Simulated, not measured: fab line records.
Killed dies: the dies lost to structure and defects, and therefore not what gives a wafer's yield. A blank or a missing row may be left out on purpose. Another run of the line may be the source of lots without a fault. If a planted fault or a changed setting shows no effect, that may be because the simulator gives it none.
A struck lot beside a sound one    flow sky130    28 steps out of a route of 708
Sound: the wafers L598.4, L598.5, L598.6. Wafers struck: L603.4, L603.5, L603.6. At the end, the cause is stated.
Order at every step that has rows: each side's tool, ch and its chambers, its first start. Under that, the readings that differ: sound wafers    struck wafers    difference of the means    sigmas: that difference in standard deviations of wafers without a fault.
alike: a reading whose means differ by less than 2 such deviations, as well as words and numbers matching on both sides. not compared: withheld readings; readings where some wafer has no value; bounds like >300 that might hide an equal value; numbers whose values overlap and for which the record gives no deviation.
Wherever a step has rows on one side only, a row that says differs or no value, or a row with sigmas, the two part there. Numbers that don't overlap but have no deviation are shown without sigmas and don't part them. Lack of a reading on every wafer of one side parts them only where that side has two or more wafers.

first, 5 steps without rows for these wafers: SKY_SONOS_ONO_COAT_08 (resist thk 1140 nm); SKY_SONOS_ONO_SOFTBAKE_09 (time 60 s); SKY_SONOS_ONO_EXPOSE_10 (exposes mask ONOM, target cd 410 nm); SKY_SONOS_ONO_PEB_11; SKY_SONOS_ONO_DEVELOP_12 (develop time 60 s).
SKY_SONOS_ONO_CD_MEAS_13 targets a cd of 410 nm.
  sound on cd_sem-02 at day 13 23:54; struck on cd_sem-01 at day 15 13:20
  alike: cd_nm
SKY_SONOS_ONO_OVL_MEAS_14:
  sound on overlay-01 at day 13 23:59; struck on overlay-01 at day 15 13:25
  alike: SONOS_ONO_OVL
SKY_SONOS_ONO_ETCH_15: etches the open film in CHF3/O2, target depth 19.52 nm, time 7.8 s.
  sound on rie_diel-02 ch 0,1,2, day 14 00:00; struck on rie_diel-01 ch 0,1,3, day 15 13:27
  alike: O2_flow_sccm, drypump_motor_current_A, oes_product_au, throttle_valve_pct
  not compared: rf_hours_counter_h
then, 1 step without rows for these wafers: SKY_SONOS_ONO_WET_ETCH_16 (etches SiO2 in dHF, target depth 14 nm, time 280 s).
SKY_SONOS_ONO_STRIP_17: strips in O2/N2.
  sound on plasma_asher-02 ch 0,1, day 14 00:08; struck on plasma_asher-04 ch 0,1, day 15 13:35
  alike: drypump_motor_current_A, oes_product_au, strip_time_to_endpoint_s
  not compared: rf_hours_counter_h
then, 2 steps without rows for these wafers: SKY_SONOS_ONO_WET_ETCH_18 (etches Si3N4 in H3PO4, target depth 15 nm, time 172 s); SKY_GATE_OXIDE_CLEAN_00 (cleans in SC1/SC2, time 150 s).
SKY_GATE_OXIDE_OXIDATION_01: stabilise 600 s, purge 300 s, target thk 10.268 nm.
  sound on furnace-02 ch 0, day 14 00:20; struck on furnace-02 ch 0, day 15 15:14
reading                                            sound             struck                difference  sigmas
ox_time_s (s)                                      1473 1473 1473    1973.8 1973.8 1973.8  +500.8      
model.SiO2_of_GATE_OXIDE_OXIDATION_01.thk_nm (nm)  10.38 10.3 10.41  12.58 12.72 12.7      +2.30       
  alike: zone_power_bottom_pct
SKY_GATE_OXIDE_THK_MEAS_02:
  sound on film_metro-03 at day 14 01:46; struck on film_metro-04 at day 15 16:54
reading                           sound              struck             difference  sigmas
GATE_OXIDE_OXIDATION_00_THK (nm)  10.46 10.27 10.43  12.59 12.70 12.72  +2.28       +13
  not compared: hold
then, 6 steps without rows for these wafers: SKY_GATE_OXIDE_HMDS_04 (prime time 60 s); SKY_GATE_OXIDE_COAT_05 (resist thk 1162 nm); SKY_GATE_OXIDE_SOFTBAKE_06 (time 60 s); SKY_GATE_OXIDE_EXPOSE_07 (exposes mask LVOM, target cd 600 nm); SKY_GATE_OXIDE_PEB_08; SKY_GATE_OXIDE_DEVELOP_09 (develop time 60 s).
SKY_GATE_OXIDE_OVL_MEAS_10:
  sound on overlay-01 at day 15 04:25; struck on overlay-01 at day 16 20:10
  alike: GATE_OXIDE_OVL
then, 2 steps without rows for these wafers: SKY_GATE_OXIDE_IMPLANT_11; SKY_GATE_OXIDE_WET_ETCH_12 (etches SiO2 in dHF, target depth 16.8 nm, time 336 s).
SKY_GATE_OXIDE_STRIP_13: strips in O2/N2.
  sound on plasma_asher-01 ch 0,1, day 15 04:43; struck on plasma_asher-04 ch 0,1, day 16 20:28
  alike: drypump_motor_current_A, oes_product_au, strip_time_to_endpoint_s
  not compared: rf_hours_counter_h
SKY_GATE_OXIDE_TW_MEAS_14:
  sound on film_metro-03 at day 15 04:49; struck on film_metro-02 at day 16 20:47
  alike: GATE_OXIDE_TW
  not compared: hold
SKY_GATE_OXIDE_OXIDATION_16: stabilise 600 s, purge 300 s, target thk 3.57 nm.
  sound on furnace-01 ch 0, day 15 05:33; struck on furnace-01 ch 0, day 17 04:41
reading                                            sound              struck             difference  sigmas
model.SiO2_of_GATE_OXIDE_OXIDATION_01.thk_nm (nm)  11.82 11.72 11.81  13.76 13.88 13.89  +2.06       
  alike: ox_time_s, zone_power_bottom_pct
then, 1 step without rows for these wafers: SKY_POLY_GATE_CVD_00 (deposits poly-Si, target thk 180 nm, time 720 s).
-- here the record skips 31 days between the struck wafers' starts before and after, leaving off in module POLY_GATE and picking up in module PAD_OPEN (first step shown: number 708 of the route) --
SKY_PAD_OPEN_PROBE_99:
  sound on prober-02 at day 46 20:06; struck on prober-01 at day 48 00:39
reading                                 sound                          struck                         difference  sigmas
model.etest.nfet_16v.r_on_ohm_um        1.429e+04 1.426e+04 1.451e+04  1.542e+04 1.541e+04 1.537e+04  +1.047e+03  
model.etest.pfet_16v.r_on_ohm_um        1.482e+04 1.515e+04 1.516e+04  1.66e+04 1.649e+04 1.653e+04   +1.50e+03   
model.etest.tip_sonos.rs_ohm_sq         2642 2649 2669                 3344 3409 3418                 +737        
model.etest.pfet_g5v0d10v5.r_on_ohm_um  4770 4805 4825                 5362 5209 5216                 +462        
model.etest.nfet_g5v0d10v5.r_on_ohm_um  1926 1912 1928                 2125 2118 2120                 +199        
model.etest.nfet_g5v0d10v5.drive_ua_um  596.4 598 594.3                510.8 500.7 502.9              -91.4       
model.etest.nfet_05v0_nvt.drive_ua_um   566.7 574.1 570.1              490 481.5 482.5                -86         
  alike: killed_at_M0_to_M3, killed_at_M4_up, killed_at_contacts, killed_at_front_end, killed_at_other, killed_dies, killed_open, killed_short
  not compared: model.etest.pfet_01v8.r_on_ohm_um

== WHERE THEY PART ==
Only at SKY_GATE_OXIDE_THK_MEAS_02, within this record. Later steps at which nothing parts them and some readings are alike: SKY_GATE_OXIDE_OVL_MEAS_10, SKY_GATE_OXIDE_STRIP_13, SKY_GATE_OXIDE_TW_MEAS_14, SKY_GATE_OXIDE_OXIDATION_16, SKY_PAD_OPEN_PROBE_99.

WHY: what had been put in by the simulator
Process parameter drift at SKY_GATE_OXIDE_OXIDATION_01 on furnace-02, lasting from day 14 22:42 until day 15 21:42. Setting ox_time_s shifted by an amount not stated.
